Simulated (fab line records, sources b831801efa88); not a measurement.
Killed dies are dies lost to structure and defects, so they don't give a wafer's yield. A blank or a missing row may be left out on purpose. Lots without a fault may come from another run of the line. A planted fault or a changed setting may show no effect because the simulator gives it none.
One fault seen from 2 desks | flow gf180mcu | each desk has only its own numbers; what lay behind them comes last

THE TOOL OWNER'S DESK: rie_metal-03
The tool's own readings at GF_M2_METAL_ETCH_16 (etches the open film in Cl2/BCl3, stops on SiO2, target depth 750.8 nm, time 125.1 s): means of the sampled wafers that have a number, for each lot that ran on this tool. A lot is out of limits, marked OUT, if its mean lies more than 4 standard deviations from the usual mean; the brackets give that distance.
Columns: A = drypump_motor_current_A at GF_M2_METAL_ETCH_16, usual 5.7 A; B = oes_product_au at GF_M2_METAL_ETCH_16, usual 0.990 a.u.; C = run_length_s at GF_M2_METAL_ETCH_16, usual 153.2 s; D = throttle_valve_pct at GF_M2_METAL_ETCH_16, usual 28.228 %
lot  | first seen here | A   | B     | C                | D
L557 | day 23 03:38    | 6.0 | 0.987 | 153.0            | 28.231
L559 | day 23 22:14    | 5.6 | 0.995 | 152.8            | 28.233
L560 | day 24 07:02    | 5.1 | 0.990 | 153.1            | 28.219
L561 | day 24 11:53    | 5.2 | 1.001 | 150.7 (-4.8) OUT | 28.219
L562 | day 24 21:59    | 5.6 | 0.999 | 148.9 (-8.4) OUT | 28.220
L565 | day 25 18:38    | 5.6 | 0.994 | 150.6 (-5.1) OUT | 28.226
This desk's finding: out of limits on L561, L562, L565; first on L561, day 24 11:53 (run_length_s at GF_M2_METAL_ETCH_16). In limits: L557, L559, L560.

THE METROLOGY DESK
What the gauges read, lot by lot, whatever tool the lot ran on: means of the sampled wafers that have a number. A lot is out of limits, marked OUT, if its mean lies more than 4 standard deviations from the usual mean; the brackets give that distance.
Columns: A = cd_nm at GF_TOP_METAL_CD_MEAS_14, usual 439.8 nm
lot  | first seen here | A
L550 | day 29 14:38    | 440.8
L551 | day 29 18:12    | 442.3
L553 | day 30 05:29    | 441.1
L552 | day 30 08:38    | 439.2
L557 | day 31 08:32    | 436.4
L559 | day 31 23:17    | 441.5
L560 | day 32 07:06    | 440.3
L561 | day 32 09:25    | 436.8
L562 | day 32 17:05    | 441.5
L565 | day 33 10:11    | 437.4
L571 | day 34 15:56    | 441.5
This desk's finding: nothing out of limits on any of the 11 lots.

PUT TOGETHER
The tool owner's desk could have raised an alarm at day 24 11:53, on L561, L562, L565.
The metrology desk saw nothing out of limits.
The metrology desk has L561, L562, L565 on record, within its limits.
Of the lots named, all ran GF_M2_METAL_ETCH_16 on rie_metal-03.

WHAT THE SIMULATOR HAD PUT IN
Process parameter drift: rie_metal-03, from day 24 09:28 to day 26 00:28, at GF_M2_METAL_ETCH_16. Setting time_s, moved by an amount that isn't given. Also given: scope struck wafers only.
Lots struck among those shown: L561, L562, L565.
Hours from the fault's start to each desk's first reading out of limits: the tool owner's desk, 2.
